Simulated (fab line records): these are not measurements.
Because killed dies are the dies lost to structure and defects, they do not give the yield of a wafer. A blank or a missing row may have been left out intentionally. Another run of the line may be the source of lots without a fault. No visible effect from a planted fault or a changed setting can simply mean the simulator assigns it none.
Comparing a struck lot with a sound one || flow sky130 || 17 steps out of a route of 708
Sound: the wafers L900.1, L900.2, L900.5. Struck: wafer L909.4. (L909.2, L909.6 of the same lot were not struck and are left out.) The cause comes at the end.
Order at every step that has rows: each side's tool, ch and its chambers, its first start. Under that, the readings that differ: sound wafers || struck wafers || difference of the means || sigmas: that difference in standard deviations of wafers without a fault.
alike: words and numbers the same on both sides, and readings whose means are apart by under 2 such deviations; not compared: readings that were withheld, readings missing a value for some wafer, numbers with overlapping values and no deviation given by the record, and bounds like >300 which may hide the same value.
The two part at a step that has a row with sigmas, a row that says differs or no value, or rows on one side only. Non-overlapping numbers with no deviation appear without sigmas and do not part them. Lack of a reading on every wafer of one side parts them only where that side has two or more wafers.

first, 1 step without rows for these wafers: SKY_POLY_GATE_CVD_03 (deposits Si3N4 from DCS/NH3, target thk 75 nm, time 1290 s).
SKY_POLY_GATE_THK_MEAS_04:
  struck on film-metro-01, day 22 06:34; sound on film-metro-03, day 17 23:05
  alike: POLY_GATE_CVD_03_THK
then, 8 steps without rows for these wafers: SKY_POLY_GATE_DEHYDRATE_05 (time 60 s); SKY_POLY_GATE_HMDS_06 (prime time 60 s); SKY_POLY_GATE_COAT_07 (resist thk 110 nm); SKY_POLY_GATE_COAT_08 (resist thk 450 nm); SKY_POLY_GATE_SOFTBAKE_09 (time 90 s); SKY_POLY_GATE_EXPOSE_10 (exposes mask P1M, target cd 150 nm); SKY_POLY_GATE_PEB_11; SKY_POLY_GATE_DEVELOP_12 (develop time 60 s).
SKY_POLY_GATE_CD_MEAS_13: target cd 150 nm.
  struck on cd-sem-01, day 23 12:53; sound on cd-sem-02, day 19 05:29
  alike: cd-nm
SKY_POLY_GATE_OVL_MEAS_14:
  struck on overlay-01, day 23 13:00; sound on overlay-02, day 19 05:37
  alike: POLY_GATE_OVL
SKY_POLY_GATE_ETCH_15: etches BARC in N2/H2, stops on SiO2, time 118.5 s, target depth 110 nm.
  sound on rie-diel-04 ch 2,3, day 19 05:38; struck on rie-diel-04 ch 2, day 23 13:02
{"reading": "bias-w (W)", "sound": "100.28 99.85 100.24", "struck": 123.68, "difference": "+23.56", "sigmas": "+81"}
{"reading": "model.KrF-thick_of_POLY_GATE_COAT_08.thk-nm (nm)", "sound": "345.8 346.2 346", "struck": 343.2, "difference": -2.8, "sigmas": ""}
{"reading": "model.SiO2_of_SONOS_ONO_CVD_04.thk-nm (nm)", "sound": "4.283 4.142 4.156", "struck": 3.643, "difference": -0.551, "sigmas": ""}
  alike: drypump-motor-current-A, oes-product-au, throttle-valve-pct
  not compared: rf-hours-counter-h
SKY_POLY_GATE_ETCH_16: etches Si3N4 in CH3F/O2, stops on poly-Si, time 147.5 s, target depth 75 nm.
  sound on rie-diel-04 ch 2,3, day 19 05:43; struck on rie-diel-04 ch 2, day 23 13:07
  alike: O2_flow_sccm, bias-w, ch3f-flow-sccm, drypump-motor-current-A, oes-product-au, throttle-valve-pct
  not compared: rf-hours-counter-h
SKY_POLY_GATE_ETCH_17: etches poly-Si in HBr/Cl2, stops on SiO2, target depth 180 nm, time 70.5 s.
  sound on rie-si-02 ch 0,1,3, day 19 05:49; struck on rie-si-02 ch 3, day 23 13:13
  alike: bias-w, drypump-motor-current-A, oes-product-au, throttle-valve-pct
  not compared: rf-hours-counter-h, model.KrF-thick_of_POLY_GATE_COAT_08.thk-nm
SKY_POLY_GATE_STRIP_18: strips in O2/N2.
  sound on plasma-asher-02 ch 0,1, day 19 05:53; struck on plasma-asher-04 ch 1, day 23 13:16
  alike: drypump-motor-current-A, oes-product-au, strip-time-to-endpoint-s
  not compared: rf-hours-counter-h
SKY_PAD_OPEN_PROBE_99:
  rows exist in the record for the sound wafers here (prober-02, day 47 20:28), none for the struck ones

== WHERE THEY PART ==
Earliest at SKY_POLY_GATE_ETCH_15; latest, in this record, at SKY_PAD_OPEN_PROBE_99.

WHY: whatever the simulator had introduced
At SKY_POLY_GATE_ETCH_15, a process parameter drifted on rie-diel-04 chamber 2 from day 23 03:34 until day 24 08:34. From 100, the setting bias-w moved by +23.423. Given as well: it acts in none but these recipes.
